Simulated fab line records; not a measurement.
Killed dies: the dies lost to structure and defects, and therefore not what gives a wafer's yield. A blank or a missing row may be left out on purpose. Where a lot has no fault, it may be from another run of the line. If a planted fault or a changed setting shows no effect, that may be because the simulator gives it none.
Chamber matching -- flow gf180mcu -- cmp-02 running GF_CONTACT_CMP_04: 4 sister chambers
The step polishes SiO2. 14 wafers are shown with their chamber, then 7 later ones without.

WAFERS PAIRED WITH THEIR CHAMBERS
wafer,chamber,motorCurrentA (A),headPressurePsi (psi),timeToEndpointS (s)
L626.2,2,13.0,3.997,112
L626.4,0,12.8,4.000,116
L626.5,0,12.8,3.999,118
L627.2,2,12.7,4.014,111
L627.3,1,14.3,4.002,119
L627.5,0,12.3,3.992,119
L634.2,0,12.1,4.005,108
L634.3,1,14.1,4.002,110
L634.6,0,12.5,4.018,114
L636.1,1,13.6,4.007,110
L636.3,0,12.1,3.983,109
L636.5,3,12.4,4.009,115
L638.2,0,12.4,3.980,112
L638.4,3,12.0,3.997,113

SIGNATURES (averages over the wafers above)
reading,chamber 0,chamber 1,chamber 2,chamber 3,scatter within a chamber
motorCurrentA,12.429,14.000,12.850,12.200,0.3
headPressurePsi,3.99671,4.00367,4.00550,4.00300,0.0112
timeToEndpointS,113.71,113.00,111.50,114.00,4.07
Rule: for a wafer and a chamber, the distance is found by dividing, reading by reading, the gap between the wafer's reading and the chamber's mean by the reading's scatter, squaring, summing and taking the root. The wafer belongs to the nearest chamber; if the next one is less than 2 further off, it can't be placed. How the scatter is found: for the shown wafers, subtract from each reading the mean of its chamber, square and add these, divide the total by (wafers less chambers), then take the root.

WAFERS WITH NO CHAMBER GIVEN
wafer,motorCurrentA (A),headPressurePsi (psi),timeToEndpointS (s)
L638.6,13.8,3.982,116
L639.2,12.1,4.001,105
L639.4,14.1,4.000,113
L639.6,13.2,3.996,113
L640.3,13.8,4.002,103
L640.5,13.5,3.989,110
L640.6,12.9,4.007,111

WHICH CHAMBER EACH WENT THROUGH
wafer,from the rows above,in truth
L638.6,can't be placed: 1 or 2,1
L639.2,can't be placed: 3 or 0 or 2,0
L639.4,1,1
L639.6,can't be placed: 2 or 0 or 1 or 3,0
L640.3,can't be placed: 1 or 2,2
L640.5,can't be placed: 1 or 2 or 0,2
L640.6,can't be placed: 2 or 0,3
Correctly placed: 1 of 7. Not placeable from these rows: 6 (in 5, the candidates include the true chamber). Wrongly placed: 0.
